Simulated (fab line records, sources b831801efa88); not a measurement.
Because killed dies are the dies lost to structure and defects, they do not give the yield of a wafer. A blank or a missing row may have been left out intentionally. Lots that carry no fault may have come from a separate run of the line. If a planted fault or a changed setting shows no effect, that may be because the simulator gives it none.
Split-lot trial / flow sky130 / on a route of 708 steps: 5 lots, 23 wafers read

## SPLIT DETAILS
At SKY_VIA4_CVD_18 (deposits W, target thk 505 nm, time 152.14 s), the setting pressure-torr was moved away from the recipe's 40 Torr on 20 of the 23 wafers read, by -6.2% to +12.9%. This setting was run at the recipe's value on the other wafers.

## SPLIT TO READING: what lies between them in the file, 1 step
- SKY_VIA4_RS_MEAS_19: measures by four-point-probe

## THE READING
VIA4_W_THK, in nm, at SKY_VIA4_THK_MEAS_20 (measures by xrf). Fault-free wafers of this fab line usually give 506 nm, standard deviation 5.8 nm.

wafer=L074.1; tool, chamber at the split=cvd-w-02, 1; pressure-torr as run, Torr=37.83; against the recipe=-5.4%; VIA4_W_THK, nm=494; against lot-mates on the recipe=no lot-mate on the recipe
wafer=L074.2; tool, chamber at the split=cvd-w-02, 0; pressure-torr as run, Torr=37.83; against the recipe=-5.4%; VIA4_W_THK, nm=496; against lot-mates on the recipe=no lot-mate on the recipe
wafer=L074.3; tool, chamber at the split=cvd-w-02, 0; pressure-torr as run, Torr=37.83; against the recipe=-5.4%; VIA4_W_THK, nm=497; against lot-mates on the recipe=no lot-mate on the recipe
wafer=L074.5; tool, chamber at the split=cvd-w-02, 1; pressure-torr as run, Torr=37.83; against the recipe=-5.4%; VIA4_W_THK, nm=491; against lot-mates on the recipe=no lot-mate on the recipe
wafer=L074.6; tool, chamber at the split=cvd-w-02, 0; pressure-torr as run, Torr=37.83; against the recipe=-5.4%; VIA4_W_THK, nm=493; against lot-mates on the recipe=no lot-mate on the recipe
wafer=L075.1; tool, chamber at the split=cvd-w-02, 0; pressure-torr as run, Torr=37.51; against the recipe=-6.2%; VIA4_W_THK, nm=486; against lot-mates on the recipe=no lot-mate on the recipe
wafer=L075.3; tool, chamber at the split=cvd-w-02, 0; pressure-torr as run, Torr=37.51; against the recipe=-6.2%; VIA4_W_THK, nm=492; against lot-mates on the recipe=no lot-mate on the recipe
wafer=L075.4; tool, chamber at the split=cvd-w-02, 1; pressure-torr as run, Torr=37.51; against the recipe=-6.2%; VIA4_W_THK, nm=482; against lot-mates on the recipe=no lot-mate on the recipe
wafer=L075.5; tool, chamber at the split=cvd-w-02, 0; pressure-torr as run, Torr=37.51; against the recipe=-6.2%; VIA4_W_THK, nm=482; against lot-mates on the recipe=no lot-mate on the recipe
wafer=L075.6; tool, chamber at the split=cvd-w-02, 1; pressure-torr as run, Torr=37.51; against the recipe=-6.2%; VIA4_W_THK, nm=477; against lot-mates on the recipe=no lot-mate on the recipe
wafer=L077.1; tool, chamber at the split=cvd-w-02, 0; pressure-torr as run, Torr=43.34; against the recipe=+8.4%; VIA4_W_THK, nm=535; against lot-mates on the recipe=no lot-mate on the recipe
wafer=L077.2; tool, chamber at the split=cvd-w-02, 1; pressure-torr as run, Torr=43.34; against the recipe=+8.4%; VIA4_W_THK, nm=529; against lot-mates on the recipe=no lot-mate on the recipe
wafer=L077.4; tool, chamber at the split=cvd-w-02, 1; pressure-torr as run, Torr=43.34; against the recipe=+8.4%; VIA4_W_THK, nm=535; against lot-mates on the recipe=no lot-mate on the recipe
wafer=L077.5; tool, chamber at the split=cvd-w-02, 1; pressure-torr as run, Torr=43.34; against the recipe=+8.4%; VIA4_W_THK, nm=526; against lot-mates on the recipe=no lot-mate on the recipe
wafer=L077.6; tool, chamber at the split=cvd-w-02, 0; pressure-torr as run, Torr=43.34; against the recipe=+8.4%; VIA4_W_THK, nm=536; against lot-mates on the recipe=no lot-mate on the recipe
wafer=L081.1; tool, chamber at the split=cvd-w-02, 0; pressure-torr as run, Torr=40; against the recipe=recipe; VIA4_W_THK, nm=512; against lot-mates on the recipe=-
wafer=L081.3; tool, chamber at the split=cvd-w-02, 1; pressure-torr as run, Torr=40; against the recipe=recipe; VIA4_W_THK, nm=515; against lot-mates on the recipe=-
wafer=L081.4; tool, chamber at the split=cvd-w-02, 0; pressure-torr as run, Torr=40; against the recipe=recipe; VIA4_W_THK, nm=513; against lot-mates on the recipe=-
wafer=L085.1; tool, chamber at the split=cvd-w-01, 0; pressure-torr as run, Torr=45.17; against the recipe=+12.9%; VIA4_W_THK, nm=539; against lot-mates on the recipe=no lot-mate on the recipe
wafer=L085.2; tool, chamber at the split=cvd-w-01, 1; pressure-torr as run, Torr=45.17; against the recipe=+12.9%; VIA4_W_THK, nm=541; against lot-mates on the recipe=no lot-mate on the recipe
wafer=L085.3; tool, chamber at the split=cvd-w-01, 1; pressure-torr as run, Torr=45.17; against the recipe=+12.9%; VIA4_W_THK, nm=541; against lot-mates on the recipe=no lot-mate on the recipe
wafer=L085.4; tool, chamber at the split=cvd-w-01, 0; pressure-torr as run, Torr=45.17; against the recipe=+12.9%; VIA4_W_THK, nm=536; against lot-mates on the recipe=no lot-mate on the recipe
wafer=L085.5; tool, chamber at the split=cvd-w-01, 1; pressure-torr as run, Torr=45.17; against the recipe=+12.9%; VIA4_W_THK, nm=536; against lot-mates on the recipe=no lot-mate on the recipe

FIT RESULTS
A straight line over all 23 wafers: VIA4_W_THK changes by +2.74 nm for each +1% of pressure-torr; r = +0.97; the points scatter about the line by 5.7 nm.
Too few moved wafers with a lot-mate on the recipe to fit a line net of each lot's own level.

## THE WHOLE CHAIN: every reading that the file lists as answering this split, in the file's order
step=SKY_VIA4_CVD_18; what it does=deposits W, target thk 505 nm, time 152.14 s; reading=W_of_VIA4_CVD_18.thk-nm (the simulator's own value, which no gauge read); change (the file's fit)=+2.48 nm for each +1% of the setting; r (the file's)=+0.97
step=SKY_VIA4_RS_MEAS_19; what it does=measures by four-point-probe; reading=VIA4_W_RS; change (the file's fit)=-0.00111 for each +1% of the setting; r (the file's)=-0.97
step=SKY_VIA4_THK_MEAS_20; what it does=measures by xrf; reading=VIA4_W_THK; change (the file's fit)=+2.73 for each +1% of the setting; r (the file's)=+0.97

## THE FILE'S OWN FIT
VIA4_W_THK changes by +2.73 nm for each +1% of pressure-torr, r = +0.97.
